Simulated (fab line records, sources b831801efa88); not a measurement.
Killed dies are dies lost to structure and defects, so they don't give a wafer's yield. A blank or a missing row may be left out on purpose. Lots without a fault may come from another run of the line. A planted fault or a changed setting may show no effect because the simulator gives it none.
A struck lot beside a sound one | flow sfq_line | 13 steps out of a route of 325
Sound: wafers L861.3, L861.4, L861.5. Struck: wafer L860.6. (L860.2 of the same lot was not struck and is left out.) The cause comes at the end.
At each step with rows: each side's tool, then ch and its chambers, then its first start. Under that, the readings that differ: sound wafers | struck wafers | difference of the means | sigmas: that difference in standard deviations of wafers without a fault.
alike: readings whose means differ by less than 2 such deviations, and words and numbers that are the same on both sides. not compared: withheld readings, readings that some wafer has no value for, bounds like >300 that may hide the same value, and numbers for which the record gives no deviation and whose values overlap.
The two part at a step that has a row with sigmas, a row that says differs or no value, or rows on one side only. Numbers that don't overlap but have no deviation are shown without sigmas and don't part them. A reading that every wafer of one side lacks parts them only if that side has two wafers or more.

first, 1 step without rows for these wafers: SFQ_TRILAYER_M2_DEP_PRE_CLEAN_056 (time 22.5 s).
SFQ_TRILAYER_M2_DEP_SPUTTER_055: material Nb, target thk 200 nm, time 133.3 s.
  sound on pvd_sputter-03, day 31 01:25; struck on pvd_sputter-04, day 30 18:13
  alike: throttle_valve_pct
SFQ_M2_RS_MEAS_914: measures by four-point-probe.
  sound on film_metro-03, day 31 01:33; struck on film_metro-03, day 30 18:20
  alike: M2_NB_RS
then, 6 steps without rows for these wafers: SFQ_TRILAYER_M2_LITHO_COAT_062 (resist thk 62 nm); SFQ_TRILAYER_M2_LITHO_COAT_057 (resist thk 600 nm); SFQ_TRILAYER_M2_LITHO_SOFTBAKE_061; SFQ_TRILAYER_M2_LITHO_EXPOSE_058 (exposes mask M2, target cd 500 nm); SFQ_TRILAYER_M2_LITHO_PEB_060 (peb time 60 s); SFQ_TRILAYER_M2_LITHO_DEVELOP_059 (time 60 s).
SFQ_M2_OVL_MEAS_916:
  sound on overlay-02, day 31 16:22; struck on overlay-01, day 30 22:28
  alike: M2_OVL
SFQ_TRILAYER_M2_BARC_OPEN_METAL_ETCH_077: etches BARC in O2, target depth 125 nm, time 41.7 s.
  sound on rie_metal-04 ch 0,1, day 31 16:25; struck on rie_metal-03 ch 0, day 30 22:30
  reading          | sound          | struck | difference | sigmas
  run_length_s (s) | 69.3 69.0 69.1 | 70.6   | +1.5       | +2
  alike: bias_w, drypump_motor_current_A, he_backside_leak_sccm, oes_product_au
  not compared: rf_hours_counter_h
SFQ_TRILAYER_M2_ETCH_METAL_ETCH_060: etches Nb in Cl2/Ar, stops on SiO2, target depth 240 nm, time 120 s.
  sound on rie_metal-04 ch 0,1, day 31 16:29; struck on rie_metal-03 ch 0, day 30 22:34
  reading                                             | sound             | struck | difference | sigmas
  oes_product_au (a.u.)                               | 0.896 0.900 0.888 | 0.974  | +0.079     | +12
  run_length_s (s)                                    | 147.6 147.4 147.4 | 140.3  | -7.2       | -11
  model.KrF_of_TRILAYER_M2_LITHO_COAT_057.thk_nm (nm) | 381.6 379.2 378.9 | 389.9  | +10.0      |
  alike: drypump_motor_current_A, he_backside_leak_sccm
  not compared: bias_w, rf_hours_counter_h
SFQ_TRILAYER_M2_STRIP_STRIP_061: strips in O2.
  sound on rie_metal-04 ch 0,1, day 31 16:47; struck on rie_metal-03 ch 0, day 30 22:41
  alike: drypump_motor_current_A, he_backside_leak_sccm, oes_product_au
  not compared: rf_hours_counter_h

WHERE THEY PART
First at SFQ_TRILAYER_M2_BARC_OPEN_METAL_ETCH_077; last, within this record, at SFQ_TRILAYER_M2_ETCH_METAL_ETCH_060. Later steps at which nothing parts them and some readings are alike: SFQ_TRILAYER_M2_STRIP_STRIP_061.

WHY: what the simulator had put in
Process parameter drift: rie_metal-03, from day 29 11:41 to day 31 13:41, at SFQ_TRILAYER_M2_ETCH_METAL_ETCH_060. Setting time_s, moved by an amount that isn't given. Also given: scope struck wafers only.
